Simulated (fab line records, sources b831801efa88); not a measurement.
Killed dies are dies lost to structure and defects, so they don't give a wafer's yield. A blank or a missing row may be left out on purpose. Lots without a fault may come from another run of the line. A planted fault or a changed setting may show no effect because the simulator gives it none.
Which tool did it? | flow sky130 | 13 lots, 37 wafers sampled, at 5 steps of a route of 708

WHAT THE GAUGES READ, wafer by wafer
SKY_NWELL_TW_MEAS_15.
lot  | measured     | on            | NWELL_TW
L314 | day 4 19:58  | film_metro-02 | 1841 1851 1838
L315 | day 5 00:47  | film_metro-02 | 1848 1842 1858
L316 | day 5 09:34  | film_metro-02 | 1842 1844 1849
L322 | day 6 16:41  | film_metro-03 | 1831 1833
L324 | day 7 03:50  | film_metro-03 | 1820 1812
L326 | day 7 18:40  | film_metro-02 | 1831 1834 1827
L327 | day 8 03:34  | film_metro-03 | 1830 1818 1815
L329 | day 8 10:11  | film_metro-03 | 1837 1827 1835
L330 | day 8 17:11  | film_metro-03 | 1844 1847 1831
L331 | day 9 00:57  | film_metro-03 | 1816 1813 1821
L333 | day 9 14:31  | film_metro-03 | 1828 1814 1822
L334 | day 9 21:08  | film_metro-02 | 1829 1820 1827
L337 | day 10 06:12 | film_metro-03 | 1833 1827 1830

SKY_VT_ADJUST_HVTP_OVL_MEAS_08.
lot  | measured     | on         | VT_ADJUST_HVTP_OVL (nm)
L314 | day 6 10:23  | overlay-01 | 0.0 -1.0 -0.3
L315 | day 6 15:02  | overlay-02 | 0.0 1.2 -0.5
L316 | day 7 00:40  | overlay-01 | -4.3 -4.9 -3.2
L322 | day 8 10:48  | overlay-02 | -2.2 -1.8
L324 | day 8 23:10  | overlay-01 | -0.7 -1.1
L326 | day 9 15:44  | overlay-02 | -0.1 -0.5 -0.9
L327 | day 10 00:35 | overlay-02 | 0.0 -1.2 -0.4
L329 | day 10 06:44 | overlay-01 | 0.5 0.5 0.9
L330 | day 10 13:51 | overlay-01 | -1.8 -0.6 -2.0
L331 | day 10 22:06 | overlay-02 | 0.0 0.9 1.7
L333 | day 11 13:45 | overlay-01 | -0.2 -1.2 0.9
L334 | day 11 20:39 | overlay-01 | 1.3 1.2 0.6
L337 | day 12 05:14 | overlay-02 | -1.9 -0.5 -1.0

SKY_SONOS_ONO_OVL_MEAS_14.
lot  | measured     | on         | SONOS_ONO_OVL (nm)
L314 | day 13 06:16 | overlay-02 | -0.8 -2.5 -0.4
L315 | day 13 20:56 | overlay-02 | -1.1 -0.4 -2.0
L316 | day 14 08:37 | overlay-02 | -0.8 -0.2 -1.3
L322 | day 15 19:43 | overlay-02 | -1.0 -0.7
L324 | day 16 11:25 | overlay-01 | 0.0 -1.6
L326 | day 17 08:16 | overlay-01 | -1.3 -0.7 0.4
L327 | day 17 18:07 | overlay-02 | 0.8 0.2 -1.2
L329 | day 18 04:34 | overlay-01 | 1.8 0.7 0.6
L330 | day 18 13:53 | overlay-02 | 0.1 -0.7 -0.3
L331 | day 19 01:38 | overlay-01 | -0.6 -1.0 -0.2
L333 | day 19 22:47 | overlay-02 | 1.1 -0.6 0.5
L334 | day 20 06:14 | overlay-02 | -1.1 -0.4 1.1
L337 | day 20 17:13 | overlay-01 | -1.3 1.3 -0.9

WHICH TOOL RAN EACH LOT (tool, then ch and the chambers of the sampled wafers, then the start)
lot  | SKY_DNWELL_COAT_02               | SKY_DNWELL_STRIP_08
L314 | litho_track-02 ch 0, day 3 01:47 | plasma_asher-04 ch 0,1, day 3 10:50
L315 | litho_track-01 ch 0, day 3 04:26 | plasma_asher-04 ch 1, day 3 13:25
L316 | litho_track-02 ch 0, day 3 12:16 | plasma_asher-04 ch 0,1, day 3 20:53
L322 | litho_track-03 ch 0, day 4 16:08 | plasma_asher-01 ch 1, day 5 01:56
L324 | litho_track-03 ch 0, day 5 03:28 | plasma_asher-04 ch 0,1, day 5 12:26
L326 | litho_track-03 ch 0, day 5 16:08 | plasma_asher-03 ch 0,1, day 6 02:17
L327 | litho_track-01 ch 0, day 6 00:11 | plasma_asher-01 ch 0,1, day 6 10:07
L329 | litho_track-01 ch 0, day 6 06:56 | plasma_asher-01 ch 0,1, day 6 17:12
L330 | litho_track-02 ch 0, day 6 11:32 | plasma_asher-03 ch 0,1, day 6 21:55
L331 | litho_track-02 ch 0, day 6 19:13 | plasma_asher-01 ch 0,1, day 7 04:55
L333 | litho_track-01 ch 0, day 7 06:21 | plasma_asher-04 ch 0,1, day 7 17:17
L334 | litho_track-01 ch 0, day 7 13:20 | plasma_asher-03 ch 0,1, day 8 01:03
L337 | litho_track-03 ch 0, day 7 22:08 | plasma_asher-04 ch 0,1, day 8 09:18
- SKY_DNWELL_COAT_02: resist thk 3000 nm.
- SKY_DNWELL_STRIP_08: strips in O2/N2.

WHAT THE TOOLS THEMSELVES READ (means of the sampled wafers that have a number; where no wafer has one, the mark that the record gives instead)
SKY_DNWELL_COAT_02.
lot  | tool           | spin_speed_rpm (rpm)
L314 | litho_track-02 | 1999.6
L315 | litho_track-01 | 1999.7
L316 | litho_track-02 | 2001.1
L322 | litho_track-03 | 2000.9
L324 | litho_track-03 | 2001.8
L326 | litho_track-03 | 1998.5
L327 | litho_track-01 | 2000.7
L329 | litho_track-01 | 1999.2
L330 | litho_track-02 | 2000.2
L331 | litho_track-02 | 1999.1
L333 | litho_track-01 | 1999.7
L334 | litho_track-01 | 1998.7
L337 | litho_track-03 | 2001.9

SKY_DNWELL_STRIP_08.
lot  | tool            | drypump_motor_current_A (A) | oes_product_au (a.u.) | strip_time_to_endpoint_s (s)
L314 | plasma_asher-04 | 6.2                         | 0.723                 | 36.93
L315 | plasma_asher-04 | 6.1                         | 0.724                 | 36.93
L316 | plasma_asher-04 | 6.2                         | 0.719                 | 36.89
L322 | plasma_asher-01 | 5.8                         | 0.726                 | 36.52
L324 | plasma_asher-04 | 6.2                         | 0.721                 | 36.05
L326 | plasma_asher-03 | 5.6                         | 0.722                 | 36.60
L327 | plasma_asher-01 | 5.3                         | 0.719                 | 36.92
L329 | plasma_asher-01 | 5.3                         | 0.720                 | 36.87
L330 | plasma_asher-03 | 5.9                         | 0.726                 | 36.90
L331 | plasma_asher-01 | 5.3                         | 0.723                 | 36.91
L333 | plasma_asher-04 | 6.2                         | 0.720                 | 36.95
L334 | plasma_asher-03 | 5.9                         | 0.724                 | 36.99
L337 | plasma_asher-04 | 6.3                         | 0.722                 | 37.01

THE ANSWER, worked out from the rows above alone
Rule: what is usual is taken from the lots themselves. Put in order of their means at a reading, lots are off if they are a third of the lots or fewer, leave a main group of 4 or more, and stand apart from it by a gap of 3 or more times the standard deviation of the main group's means; of several such gaps the widest counts. A main group whose means are all the same, to the digits that the tables above print for the reading, isn't used. A lot without any number at a reading at which 4 lots or more have one is off too. The other lots that the step has rows for count as sound. The gauges are gone through in route order, then the tools' own readings, and for those a lot's mean is taken as printed above. The first step at which some lot is off is used, and at that step the reading that is off furthest; a lot without a number counts as furthest.
Off: L322, L324, L326, at SKY_DNWELL_STRIP_08 (strip_time_to_endpoint_s). The main group: mean 36.93 s, standard deviation 0.041.
A tool fits if, at that step or a process step before it, it ran every lot that is off, and no sound lot after the first of them. None of those tried fits.

WHAT THE SIMULATOR HAD PUT IN
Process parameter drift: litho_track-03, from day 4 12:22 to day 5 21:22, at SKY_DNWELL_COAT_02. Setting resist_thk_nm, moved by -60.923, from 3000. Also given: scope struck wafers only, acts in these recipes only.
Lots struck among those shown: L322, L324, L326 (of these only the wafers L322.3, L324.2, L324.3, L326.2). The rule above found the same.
